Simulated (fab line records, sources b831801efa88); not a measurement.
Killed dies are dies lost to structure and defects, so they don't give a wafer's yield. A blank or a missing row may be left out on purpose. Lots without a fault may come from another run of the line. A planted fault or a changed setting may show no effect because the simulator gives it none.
fab line records | flow gf180mcu
record lots=14 wafers=42 last_day=34
route steps=602 shown V1@356 M2@375
lots that met no fault: from a run of the same line without faults
start_h: hours from the record's first day to the start of the lot's first wafer shown | wait_h: hours since the lot's step before | " the same as in the row above | L1.1+2: a row that stands for several wafers | - no value, or no start given | * or withheld: withheld | < > ~ a bound
route shown NAME@n: a module of which the file shows steps, and the number in the route of the first | usual: mean/standard deviation of fault-free wafers | same: alike in all rows | chamber/n: place in a boat | sites: the reading at each site | _std_site: their standard deviation | _edge_site: outer sites' mean less inner sites' | radius_mm: how far each site lies from the wafer's centre | mask NAME#n: copy n | behind: the tool/chamber that last shaped the wafer | hold: why the lot was held/for how many hours/how that ended | device: the transistor (n, p or np) that didn't switch | end of line: the same wafers' tests at the end of the route | a step without rows: its recipe alone | killed: dies lost to structure and defects at the first sort, not the wafer's yield | map: a wafer's dies, x killed, . not, _ none there
set.NAME: the setting as run; set.NAME@STEP: as run at that earlier step | model.NAME: the simulator's own value behind a step, which no gauge read
steps of the route over a sample of lots; a table a step, a row a wafer
services: from which hour (start_h, from the record's first day; less than 0 if before it) a tool's chamber was out of use, for how many hours, and why
## steps
# step GF_V1_SPUTTER_21
# recipe material=Ti target_thk_nm=15 chamber_pressure_pa=5 power_w=2500 substrate_temp_c=200 time_s=80.02
# usual throttle_valve_pct=30.3/0.84
# columns lot.wafer tool chamber start_h wait_h throttle_valve_pct
L528.3 pvd_sputter-01 - 422.06 0.0 30.7
L528.4 " - " " 30.2
L528.5 " - " " 31.0
L530.1 pvd_sputter-04 - 439.18 0.0 29.6
L530.3 " - " " 30.7
L530.6 " - " " 29.6
L531.2 pvd_sputter-01 - 460.76 0.0 31.4
L531.3 " - " " 30.7
L531.4 " - " " 29.1
L532.3 pvd_sputter-02 - 467.40 0.0 29.5
L532.5 " - " " 30.8
L532.6 " - " " 29.4
L534.3 pvd_sputter-01 - 486.32 0.0 29.3
L534.4 " - " " 30.9
L534.6 " - " " 29.4
L535.1 pvd_sputter-01 - 490.18 0.0 30.4
L535.2 " - " " 30.6
L535.3 " - " " 29.2
L536.3 pvd_sputter-01 - 498.01 0.0 30.5
L536.5 " - " " 30.4
L536.6 " - " " 31.1
L537.4 pvd_sputter-01 - 504.10 0.0 30.5
L537.5 " - " " 30.5
L537.6 " - " " 30.4
L538.1 pvd_sputter-01 - 518.11 0.0 29.2
L538.4 " - " " 30.8
L538.6 " - " " 30.7
L540.2 pvd_sputter-01 - 530.27 0.0 30.4
L540.3 " - " " 31.2
L540.6 " - " " 31.3
L542.2 pvd_sputter-02 - 557.07 0.0 28.8
L542.5 " - " " 29.4
L542.6 " - " " 30.8
L543.1 pvd_sputter-04 - 558.27 0.0 29.8
L543.2 " - " " 31.6
L543.5 " - " " 29.6
L546.3 pvd_sputter-04 - 579.92 0.0 29.3
L546.4 " - " " 31.5
L546.6 " - " " 29.5
L550.1 pvd_sputter-01 - 602.85 0.0 30.6
L550.2 " - " " 29.1
L550.6 " - " " 29.2
# step GF_V1_SPUTTER_22
# recipe material=TiN target_thk_nm=10 chamber_pressure_pa=5 power_w=4000 time_s=40
# usual throttle_valve_pct=30.3/0.87
# columns lot.wafer tool chamber start_h wait_h throttle_valve_pct
L528.3 pvd_sputter-01 - 422.12 0.0 31.0
L528.4 " - " " 30.8
L528.5 " - " " 31.0
L530.1 pvd_sputter-04 - 439.24 0.0 29.3
L530.3 " - " " 31.1
L530.6 " - " " 29.3
L531.2 pvd_sputter-01 - 460.82 0.0 30.9
L531.3 " - " " 30.5
L531.4 " - " " 29.3
L532.3 pvd_sputter-02 - 467.46 0.0 29.6
L532.5 " - " " 30.7
L532.6 " - " " 29.2
L534.3 pvd_sputter-01 - 486.38 0.0 29.2
L534.4 " - " " 31.1
L534.6 " - " " 29.3
L535.1 pvd_sputter-01 - 490.24 0.0 30.7
L535.2 " - " " 30.8
L535.3 " - " " 29.3
L536.3 pvd_sputter-01 - 498.07 0.0 30.3
L536.5 " - " " 30.8
L536.6 " - " " 31.2
L537.4 pvd_sputter-01 - 504.16 0.0 30.6
L537.5 " - " " 30.6
L537.6 " - " " 30.5
L538.1 pvd_sputter-01 - 518.17 0.0 29.1
L538.4 " - " " 31.1
L538.6 " - " " 30.5
L540.2 pvd_sputter-01 - 530.33 0.0 30.4
L540.3 " - " " 31.1
L540.6 " - " " 31.3
L542.2 pvd_sputter-02 - 557.13 0.0 28.8
L542.5 " - " " 29.4
L542.6 " - " " 30.8
L543.1 pvd_sputter-04 - 558.33 0.0 29.5
L543.2 " - " " 31.6
L543.5 " - " " 29.5
L546.3 pvd_sputter-04 - 579.99 0.0 29.6
L546.4 " - " " 31.8
L546.6 " - " " 29.5
L550.1 pvd_sputter-01 - 602.91 0.0 30.5
L550.2 " - " " 29.3
L550.6 " - " " 29.2
# step GF_V1_RS_MEAS_24
# recipe thk_meas_gauge=four-point-probe reads=W_of_V1_CVD_23+TiN_of_V1_SPUTTER_22+Ti_of_V1_SPUTTER_21
# usual V1_W_RS=0.327/0.003
# columns lot.wafer tool chamber start_h wait_h V1_W_RS[ohm/sq]
L528.3 film_metro-01 - 422.31 0.1 0.328
L528.4 " - " " 0.328
L528.5 " - " " 0.325
L530.1 film_metro-01 - 439.39 0.1 0.322
L530.3 " - " " 0.322
L530.6 " - " " 0.322
L531.2 film_metro-02 - 460.99 0.1 0.325
L531.3 " - " " 0.325
L531.4 " - " " 0.327
L532.3 film_metro-04 - 467.66 0.1 0.325
L532.5 " - " " 0.323
L532.6 " - " " 0.332
L534.3 film_metro-01 - 486.57 0.1 0.324
L534.4 " - " " 0.328
L534.6 " - " " 0.333
L535.1 film_metro-02 - 490.39 0.1 0.328
L535.2 " - " " 0.327
L535.3 " - " " 0.326
L536.3 film_metro-01 - 498.26 0.1 0.331
L536.5 " - " " 0.325
L536.6 " - " " 0.328
L537.4 film_metro-04 - 504.37 0.1 0.324
L537.5 " - " " 0.330
L537.6 " - " " 0.326
L538.1 film_metro-02 - 518.32 0.1 0.328
L538.4 " - " " 0.326
L538.6 " - " " 0.328
L540.2 film_metro-02 - 530.50 0.1 0.321
L540.3 " - " " 0.324
L540.6 " - " " 0.328
L542.2 film_metro-01 - 557.42 0.2 0.334
L542.5 " - " " 0.327
L542.6 " - " " 0.332
L543.1 film_metro-01 - 558.48 0.1 0.327
L543.2 " - " " 0.327
L543.5 " - " " 0.324
L546.3 film_metro-04 - 580.29 0.2 0.330
L546.4 " - " " 0.329
L546.6 " - " " 0.330
L550.1 film_metro-04 - 603.06 0.1 0.330
L550.2 " - " " 0.333
L550.6 " - " " 0.329
# step GF_M2_DEVELOP_13
# recipe develop_time_s=60 dev_temp_c=21
# usual chill_plate_temp_C=22.98/0.12 develop_time_s=60/0
# columns lot.wafer tool chamber start_h wait_h chill_plate_temp_C develop_time_s
L528.3 litho_track-03 0 446.56 0.1 23.03 60
L528.4 " 0 " " 22.96 60
L528.5 " 0 " " 22.99 60
L530.1 litho_track-01 0 464.10 0.2 23.10 60
L530.3 " 0 " " 22.97 60
L530.6 " 0 " " 22.85 60
L531.2 litho_track-03 0 485.33 0.2 22.75 60
L531.3 " 0 " " 22.89 60
L531.4 " 0 " " 22.86 60
L532.3 litho_track-03 0 491.51 0.1 22.75 60
L532.5 " 0 " " 22.73 60
L532.6 " 0 " " 22.77 60
L534.3 litho_track-03 0 511.61 0.1 22.94 60
L534.4 " 0 " " 22.82 60
L534.6 " 0 " " 22.91 60
L535.1 litho_track-03 0 514.16 0.2 23.23 60
L535.2 " 0 " " 22.96 60
L535.3 " 0 " " 23.14 60
L536.3 litho_track-04 0 522.25 0.1 23.06 60
L536.5 " 0 " " 23.06 60
L536.6 " 0 " " 23.09 60
L537.4 litho_track-01 0 528.58 0.1 23.00 60
L537.5 " 0 " " 22.82 60
L537.6 " 0 " " 23.00 60
L538.1 litho_track-01 0 542.10 0.2 22.97 60
L538.4 " 0 " " 23.08 60
L538.6 " 0 " " 22.92 60
L540.2 litho_track-04 0 554.73 0.2 22.99 60
L540.3 " 0 " " 23.09 60
L540.6 " 0 " " 23.15 60
L542.2 litho_track-03 - 580.08 0.2 - -
L542.5 " - " " - -
L542.6 " - " " - -
L543.1 litho_track-04 - 580.65 0.2 - -
L543.2 " - " " - -
L543.5 " - " " - -
L546.3 litho_track-01 0 601.80 0.1 22.77 60
L546.4 " 0 " " 23.04 60
L546.6 " 0 " " 23.02 60
L550.1 litho_track-03 0 624.36 0.2 23.07 60
L550.2 " 0 " " 23.09 60
L550.6 " 0 " " 23.06 60
## services
# columns tool chamber start_h hours kind
pvd_sputter-01 - 398.24 4.9 repair
pvd_sputter-04 - 431.09 1.8 repair
pvd_sputter-02 - 497.27 4.7 repair
pvd_sputter-01 - 533.30 1.1 repair
pvd_sputter-02 - 617.38 1.4 repair
## key
first_sign step=GF_M2_DEVELOP_13 reading=tool_record direction=missing
effect none on later readings
met_at GF_M2_DEVELOP_13
struck_lots L542,L543
later_rows_left_out L542.2,L542.5,L542.6,L543.1,L543.2,L543.5
sort_left_out L542.2,L542.5,L542.6,L543.1,L543.2,L543.5
not_acting_at GF_V1_SPUTTER_21,GF_V1_SPUTTER_22,GF_V1_RS_MEAS_24
onset_between 554.73 580.08
fault kind=skipped_step_whole tool=litho_track-03,litho_track-04 chamber=- onset_h=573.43 steps=GF_M2_DEVELOP_13 scope=struck_lots_only
# sort_left_out: the simulated sort isn't trusted on such a fault, so these wafers' sort isn't shown, and their yield isn't known
# later_rows_left_out: the simulator's readings of these wafers behind a module that went badly wrong aren't trusted and aren't shown, but for the sort
